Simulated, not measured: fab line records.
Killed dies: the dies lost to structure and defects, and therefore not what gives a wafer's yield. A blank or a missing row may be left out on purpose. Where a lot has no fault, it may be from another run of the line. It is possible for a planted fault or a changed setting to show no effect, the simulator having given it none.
A lot that was struck, set against a sound lot + flow sky130 + 24 out of 708 route steps
Sound: these wafers, L865.1, L865.2, L865.6. Wafers struck: L872.1, L872.2, L872.4. At the end, the cause is stated.
Each step with rows lists, per side, the tool, then ch with its chambers, then its first start. Under that, the readings that differ: sound wafers + struck wafers + difference of the means + sigmas: that difference in standard deviations of wafers without a fault.
alike: readings whose means differ by less than 2 such deviations, and words and numbers that are the same on both sides. not compared: withheld readings, readings that some wafer has no value for, bounds like >300 that may hide the same value, and numbers for which the record gives no deviation and whose values overlap.
A row with sigmas, a row that says differs or no value, or rows on one side alone: a step with any of these is where the two part. When numbers do not overlap yet have no deviation, they are printed without sigmas and do not part them. Lack of a reading on every wafer of one side parts them only where that side has two or more wafers.

first, 2 steps without rows for these wafers: SKY_POLY_GATE_CLEAN_19 (cleans in SC1/SC2, time 150 s); SKY_POLY_GATE_OXIDATION_20 (stabilise 600 s, purge 300 s, target thk 4 nm).
SKY_POLY_GATE_THK_MEAS_21:
  struck on film metro-03, day 21 03:52; sound on film metro-02, day 18 15:24
  alike: POLY_GATE_OXIDATION_THK
SKY_POLY_GATE_CD_MEAS_22:
  struck on cd sem-02, day 21 03:56; sound on cd sem-01, day 18 15:28
| reading    | sound       | struck      | difference | sigmas |
|------------|-------------|-------------|------------|--------|
| cd nm (nm) | 148 151 146 | 155 156 154 | +7         | +2     |
then, 7 steps without rows for these wafers: SKY_LDD_N_DEHYDRATE_00 (time 60 s); SKY_LDD_N_HMDS_01 (prime time 60 s); SKY_LDD_N_COAT_02 (resist thk 300 nm); SKY_LDD_N_SOFTBAKE_03 (time 60 s); SKY_LDD_N_EXPOSE_04 (exposes mask NTM, target cd 840 nm); SKY_LDD_N_PEB_05; SKY_LDD_N_DEVELOP_06 (develop time 60 s).
SKY_LDD_N_OVL_MEAS_07:
  struck on overlay-01, day 22 10:38; sound on overlay-02, day 19 21:44
  alike: LDD_N_OVL
SKY_LDD_N_IMPLANT_08:
  sound on implanter-02 ch 0, day 19 21:46; struck on implanter-03 ch 0, day 22 10:40
| reading                | sound                         | struck                       | difference | sigmas      |
|------------------------|-------------------------------|------------------------------|------------|-------------|
| dose ions cm2          | 7.497e+13 7.507e+13 7.503e+13 | 4.613e+13 4.619e+13 4.62e+13 | -2.885e+13 | -99 or more |
| faraday current uA     | 409 432 418                   | 255 259 258                  | -162       | -19         |
| rotation deg (degrees) | 22.979 22.980 23.000          | 23.018 23.063 23.029         | +0.050     | +2          |
then, 7 steps without rows for these wafers: SKY_LDD_N_IMPLANT_09; SKY_LDD_N_IMPLANT_10; SKY_LDD_N_IMPLANT_11; SKY_LDD_N_IMPLANT_12; SKY_LDD_N_IMPLANT_13; SKY_LDD_N_IMPLANT_14; SKY_LDD_N_IMPLANT_15.
SKY_LDD_N_STRIP_16: strips in O2/N2.
  sound on plasma asher-03 ch 0,1, day 19 22:58; struck on plasma asher-01 ch 0,1, day 22 11:52
| reading                      | sound             | struck            | difference | sigmas |
|------------------------------|-------------------|-------------------|------------|--------|
| strip time to endpoint s (s) | 4.349 4.329 4.325 | 4.233 4.254 4.230 | -0.095     | -6     |
  alike: drypump motor current A, n2 flow sccm, oes product au
  not compared: rf hours counter h
SKY_LDD_N_TW_MEAS_17:
  struck on film metro-04, day 22 11:58; sound on film metro-02, day 19 23:04
  alike: LDD_N_TW
then, 1 step without rows for these wafers: SKY_LDD_P_DEHYDRATE_00 (time 60 s).
-- a jump in the record: the struck wafers' starts before and after are 26 days apart (it breaks off in module LDD_P and resumes in module PAD_OPEN, where the first step shown is number 708 of the route) --
SKY_PAD_OPEN_PROBE_99:
  struck on prober-01, day 48 22:25; sound on prober-02, day 47 03:58
| reading                     | sound           | struck            | difference | sigmas |
|-----------------------------|-----------------|-------------------|------------|--------|
| model.etest.tip n.rs ohm sq | 440 440.6 441.9 | 471.1 469.6 469.3 | +29.2      |        |
  alike: killed_at_M0_to_M3, killed_at_M4_up, killed at contacts, killed at front end, killed at other, killed dies, killed open, killed short

WHERE THEY PART
Earliest at SKY_POLY_GATE_CD_MEAS_22; latest, in this record, at SKY_LDD_N_STRIP_16. Later steps at which nothing parts them and some readings are alike: SKY_LDD_N_TW_MEAS_17, SKY_PAD_OPEN_PROBE_99.

WHY: what the simulator had put in
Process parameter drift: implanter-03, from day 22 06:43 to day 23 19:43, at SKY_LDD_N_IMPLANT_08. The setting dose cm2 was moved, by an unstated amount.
